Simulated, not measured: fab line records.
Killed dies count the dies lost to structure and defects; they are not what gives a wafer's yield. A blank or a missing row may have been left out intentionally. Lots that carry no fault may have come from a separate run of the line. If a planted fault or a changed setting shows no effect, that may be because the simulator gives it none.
fab line records	flow gf180mcu
[record] lots = 14	wafers = 42	last-day = 34
route steps=602 shown MVSD@70 V1@349
lots with no fault: from the same line, run without faults
start-h: hours from the record's first day to the start of the lot's first wafer shown	wait-h: hours from the lot's prior step to this one	" as in the row above	L1.1+2: several wafers, shown together as one row	- value missing, or start not given	* or withheld: withheld	< > ~ a bound
route shown NAME@n: names a module that has steps shown in the file, with the first one's number in the route	usual: average and standard deviation across the fault-free wafers	same: alike in all rows	chamber/n: place in a boat	sites: each site's reading	_std_site: their standard deviation	_edge_site: inner sites' mean taken away from outer sites' mean	radius-mm: how far each site lies from the wafer's centre	mask NAME#n: copy n	behind: the most recent tool/chamber to have shaped the wafer	hold: why the lot went on hold/how many hours it stayed there/how the hold came to an end	device: the n, p or np transistor that did not switch	end of line: at the end of the route, the tests of the same wafers	a step with no rows: only its recipe	killed: at the first sort, the dies lost to defects and structure; wafer yield is something else	map: shows each die of a wafer: x if killed, . if not, _ if none is there
set.NAME: setting as actually run; set.NAME@STEP: the setting as run at that earlier step	model.NAME: the simulator's own value behind a step, which no gauge read
one table for each step of the route and one row for each wafer, over a sample of lots
services: the hour from which a tool's chamber was out of use, counted from the record's first day as start-h (under 0 if before that day), plus the number of hours and why
[[steps]]
[step GF_MVSD_EXPOSE_04]
[recipe] mask-id = MVSD	target-cd-nm = 1000	na = 0.6	source-shape = conventional	sigma-outer = 0.6	dose-mj = 260
lot.wafer	tool	chamber	start-h	wait-h	mask
L562.2+5+6	iline-stepper-01	0	73.86	-	MVSD#0
L563.2+4+5	iline-stepper-02	0	86.21	-	MVSD#0
L564.3+4+6	iline-stepper-01	0	94.16	-	MVSD#0
L567.2+4+6	iline-stepper-01	0	106.39	-	MVSD#0
L572.1+2+5	iline-stepper-01	0	135.22	-	MVSD#0
L573.1+5+6	iline-stepper-01	0	140.52	-	MVSD#0
L574.1+4+5	iline-stepper-01	0	146.31	-	MVSD#0
L575.1+3+6	iline-stepper-02	0	151.09	-	MVSD#0
L577.1+3+6	iline-stepper-02	0	163.29	-	MVSD#0
L578.1+3+5	iline-stepper-02	0	167.51	-	MVSD#0
L581.4+5+6	iline-stepper-02	0	186.63	-	MVSD#0
L582.1+2+6	iline-stepper-02	0	190.67	-	MVSD#0
L584.1+3+5	iline-stepper-02	0	200.04	-	MVSD#0
L585.2+3+6	iline-stepper-02	0	205.64	-	MVSD#0
[step GF_MVSD_OVL_MEAS_07]
[usual] MVSD_OVL = -0.2/1.4
lot.wafer	tool	chamber	start-h	wait-h	MVSD_OVL[nm]
L562.2	overlay-01	-	80.15	-	-0.7
L562.5	"	-	"	"	-2.3
L562.6	"	-	"	"	-1.8
L563.2	overlay-02	-	93.05	-	-0.3
L563.4	"	-	"	"	-0.5
L563.5	"	-	"	"	0.2
L564.3	overlay-01	-	101.43	-	-2.9
L564.4	"	-	"	"	-0.6
L564.6	"	-	"	"	-1.0
L567.2	overlay-02	-	113.97	-	-0.8
L567.4	"	-	"	"	-1.0
L567.6	"	-	"	"	0.5
L572.1	overlay-01	-	142.66	-	-77.4
L572.2	"	-	"	"	-78.8
L572.5	"	-	"	"	-76.7
L573.1	overlay-01	-	148.71	-	-80.3
L573.5	"	-	"	"	-82.2
L573.6	"	-	"	"	-78.9
L574.1	overlay-01	-	154.26	-	-79.8
L574.4	"	-	"	"	-81.2
L574.5	"	-	"	"	-80.6
L575.1	overlay-02	-	158.74	-	2.3
L575.3	"	-	"	"	0.7
L575.6	"	-	"	"	0.0
L577.1	overlay-02	-	170.91	-	0.9
L577.3	"	-	"	"	0.0
L577.6	"	-	"	"	-1.5
L578.1	overlay-02	-	175.39	-	2.4
L578.3	"	-	"	"	0.6
L578.5	"	-	"	"	1.3
L581.4	overlay-02	-	194.31	-	-1.2
L581.5	"	-	"	"	-0.3
L581.6	"	-	"	"	-0.7
L582.1	overlay-02	-	198.09	-	0.3
L582.2	"	-	"	"	-0.6
L582.6	"	-	"	"	0.9
L584.1	overlay-01	-	207.92	-	0.5
L584.3	"	-	"	"	-0.4
L584.5	"	-	"	"	1.2
L585.2	overlay-02	-	213.90	-	-0.4
L585.3	"	-	"	"	-1.2
L585.6	"	-	"	"	0.2
[step GF_V1_CD_MEAS_14]
[recipe] target-cd-nm = 260
[usual] cd-nm = 260.2/1.6
lot.wafer	tool	chamber	start-h	wait-h	cd-nm
L562.2	cd-sem-01	-	408.96	0.1	258.7
L562.5	"	-	"	"	260.1
L562.6	"	-	"	"	260.0
L563.2	cd-sem-02	-	435.98	0.1	259.9
L563.4	"	-	"	"	259.7
L563.5	"	-	"	"	260.5
L564.3	cd-sem-02	-	449.25	0.1	260.6
L564.4	"	-	"	"	259.8
L564.6	"	-	"	"	260.5
L567.2	cd-sem-02	-	467.53	0.1	258.9
L567.4	"	-	"	"	258.2
L567.6	"	-	"	"	257.5
L572.1	cd-sem-01	-	506.11	0.1	262.3
L572.2	"	-	"	"	262.2
L572.5	"	-	"	"	263.1
L573.1	cd-sem-02	-	515.81	0.1	261.3
L573.5	"	-	"	"	261.7
L573.6	"	-	"	"	259.9
L574.1	cd-sem-02	-	518.61	0.1	258.3
L574.4	"	-	"	"	258.6
L574.5	"	-	"	"	257.8
L575.1	cd-sem-02	-	526.65	0.1	259.2
L575.3	"	-	"	"	259.7
L575.6	"	-	"	"	260.2
L577.1	cd-sem-01	-	544.56	0.1	261.7
L577.3	"	-	"	"	262.2
L577.6	"	-	"	"	262.2
L578.1	cd-sem-01	-	550.56	0.1	261.9
L578.3	"	-	"	"	261.6
L578.5	"	-	"	"	260.6
L581.4	cd-sem-01	-	574.16	0.1	258.8
L581.5	"	-	"	"	259.2
L581.6	"	-	"	"	259.6
L582.1	cd-sem-02	-	585.45	0.1	260.0
L582.2	"	-	"	"	260.7
L582.6	"	-	"	"	259.7
L584.1	cd-sem-02	-	595.50	0.1	259.1
L584.3	"	-	"	"	258.6
L584.5	"	-	"	"	258.9
L585.2	cd-sem-02	-	600.93	0.1	263.3
L585.3	"	-	"	"	261.5
L585.6	"	-	"	"	262.7
[step GF_V1_STRIP_18]
[recipe] chemistry = O2/N2	power-w = 1400	pressure-mtorr = 1500	platen-temp-c = 250	o2-flow-sccm = 3000	n2-flow-sccm = 300	overash-fraction = 0.5
[usual] drypump-motor-current-A = 5.6/0.39	heater-power-w = 342/48	o2-flow-sccm = 3001/8.4	oes-product-au = 0.594/0.0048
lot.wafer	tool	chamber	start-h	wait-h	drypump-motor-current-A	heater-power-w	o2-flow-sccm	oes-product-au	rf-hours-counter-h
L562.2	plasma-asher-04	1	409.22	-	5.2	309	2990	0.590	74
L562.5	"	0	"	"	5.4	431	3025	0.587	-
L562.6	"	1	"	"	5.1	313	2991	0.593	-
L563.2	plasma-asher-04	0	436.25	-	5.4	419	3001	0.593	1
L563.4	"	1	"	"	5.1	327	2994	0.592	-
L563.5	"	1	"	"	5.1	318	3005	0.589	-
L564.3	plasma-asher-02	0	449.52	-	6.0	323	3001	0.591	-
L564.4	"	1	"	"	6.2	325	2998	0.596	-
L564.6	"	0	"	"	6.0	318	2985	0.584	-
L567.2	plasma-asher-01	1	467.80	-	5.6	301	2993	0.594	67
L567.4	"	0	"	"	6.0	302	3008	0.603	-
L567.6	"	1	"	"	5.6	301	2988	0.593	-
L572.1	plasma-asher-01	1	506.40	-	5.6	309	2991	0.602	72
L572.2	"	0	"	"	6.0	296	3007	0.595	72
L572.5	"	1	"	"	5.6	308	3001	0.593	-
L573.1	plasma-asher-01	1	516.10	-	5.6	311	3002	0.598	73
L573.5	"	0	"	"	6.0	304	2996	0.596	-
L573.6	"	1	"	"	5.6	302	3004	0.604	-
L574.1	plasma-asher-01	0	518.90	-	6.0	296	3006	0.594	73
L574.4	"	0	"	"	6.0	300	3009	0.595	-
L574.5	"	0	"	"	6.0	296	3018	0.592	-
L575.1	plasma-asher-04	1	526.94	-	5.1	314	2995	0.593	10
L575.3	"	1	"	"	5.1	319	2992	0.596	-
L575.6	"	1	"	"	5.1	316	2989	0.598	-
L577.1	plasma-asher-04	0	544.85	-	5.4	426	2999	0.591	12
L577.3	"	0	"	"	5.4	419	2985	0.595	-
L577.6	"	1	"	"	5.2	319	3015	0.595	-
L578.1	plasma-asher-02	1	550.85	-	6.2	326	2992	0.591	45
L578.3	"	1	"	"	6.2	318	2998	0.590	-
L578.5	"	1	"	"	6.2	325	3002	0.593	-
L581.4	plasma-asher-02	0	574.42	-	6.0	309	2983	0.589	-
L581.5	"	1	"	"	6.2	319	2992	0.600	-
L581.6	"	0	"	"	6.1	315	2994	0.595	-
L582.1	plasma-asher-02	0	585.74	-	6.0	329	3011	0.600	49
L582.2	"	1	"	"	6.2	322	3009	0.602	49
L582.6	"	0	"	"	6.0	321	3005	0.592	-
L584.1	plasma-asher-04	1	595.79	-	5.1	323	2993	0.602	17
L584.3	"	1	"	"	5.1	315	2995	0.584	-
L584.5	"	1	"	"	5.1	324	2992	0.598	-
L585.2	plasma-asher-04	0	601.20	-	5.4	427	3006	0.593	18
L585.3	"	1	"	"	5.2	320	2988	0.592	-
L585.6	"	1	"	"	5.1	324	3004	0.599	-
[step GF_V1_CVD_23]
[recipe] material = W	target-thk-nm = 350	time-s = 105.05	temp-c = 400	pressure-torr = 40
[usual] heater-power-w = 862/71
lot.wafer	tool	chamber	start-h	wait-h	heater-power-w
L562.2	cvd-w-01	1	410.35	0.0	966
L562.5	"	1	"	"	980
L562.6	"	0	"	"	831
L563.2	cvd-w-01	0	437.22	0.0	830
L563.4	"	0	"	"	834
L563.5	"	1	"	"	1006
L564.3	cvd-w-02	1	450.23	0.1	831
L564.4	"	1	"	"	837
L564.6	"	1	"	"	829
L567.2	cvd-w-01	0	468.43	0.0	814
L567.4	"	0	"	"	830
L567.6	"	0	"	"	796
L572.1	cvd-w-01	1	507.06	0.0	983
L572.2	"	0	"	"	837
L572.5	"	1	"	"	974
L573.1	cvd-w-01	1	516.76	0.0	978
L573.5	"	0	"	"	837
L573.6	"	1	"	"	959
L574.1	cvd-w-01	0	519.53	0.0	823
L574.4	"	1	"	"	1008
L574.5	"	1	"	"	997
L575.1	cvd-w-02	0	527.57	0.0	783
L575.3	"	0	"	"	793
L575.6	"	1	"	"	845
L577.1	cvd-w-02	0	545.51	0.0	777
L577.3	"	1	"	"	843
L577.6	"	0	"	"	792
L578.1	cvd-w-02	0	551.49	0.0	797
L578.3	"	0	"	"	799
L578.5	"	1	"	"	837
L581.4	cvd-w-01	0	575.06	0.1	841
L581.5	"	0	"	"	852
L581.6	"	1	"	"	960
L582.1	cvd-w-02	1	586.37	0.0	857
L582.2	"	1	"	"	825
L582.6	"	1	"	"	857
L584.1	cvd-w-02	0	596.42	0.0	796
L584.3	"	1	"	"	830
L584.5	"	0	"	"	785
L585.2	cvd-w-01	0	601.83	0.0	847
L585.3	"	0	"	"	859
L585.6	"	1	"	"	1004
[[services]]
tool	chamber	start-h	hours	kind
iline-stepper-02	-	91.38	0.5	repair
cvd-w-02	-	146.97	6.9	pm
plasma-asher-04	-	157.13	12.0	repair
plasma-asher-04	-	187.13	13.8	repair
iline-stepper-02	-	223.75	1.7	pm
iline-stepper-01	-	244.12	4.4	pm
cvd-w-02	-	249.30	0.7	repair
plasma-asher-04	-	252.93	1.2	repair
iline-stepper-02	-	261.50	2.6	repair
iline-stepper-01	-	265.50	1.7	pm
cvd-w-01	1	272.67	10.7	repair
iline-stepper-01	-	280.02	0.7	repair
iline-stepper-02	-	288.87	2.1	pm
iline-stepper-01	-	345.76	7.8	repair
iline-stepper-01	-	376.80	9.4	repair
plasma-asher-04	-	378.21	4.1	repair
cvd-w-01	-	382.61	1.1	repair
cvd-w-02	-	390.00	14.0	pm
plasma-asher-04	-	421.25	9.0	pm
iline-stepper-02	-	441.93	1.7	pm
cvd-w-01	1	446.09	6.0	repair
iline-stepper-02	-	508.00	4.4	pm
iline-stepper-02	-	539.68	8.6	repair
iline-stepper-02	-	553.10	7.6	repair
[[key]]
[first-sign] step = GF_MVSD_OVL_MEAS_07	reading = MVSD_OVL	direction = down	sigmas = 58	usual = -0.2	struck = -79.5
effect none on later readings
met-at GF_MVSD_EXPOSE_04
struck-lots L572,L573,L574
tester-left-out L572,L573,L574
not-acting-at GF_V1_CD_MEAS_14,GF_V1_STRIP_18,GF_V1_CVD_23
onset-between 106.39 135.22
[fault] kind = scanner-matching-overlay	tool = iline-stepper-01	chamber = -	onset-h = 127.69	steps = GF_MVSD_EXPOSE_04	offset = -79.75
// tester-left-out: of these lots the tester's yield and bins aren't shown, on N5 and GAA mostly nor the transistor test; their killed dies are dies lost to structure and defects alone, not to doping, threshold or leakage, so they don't give the yield
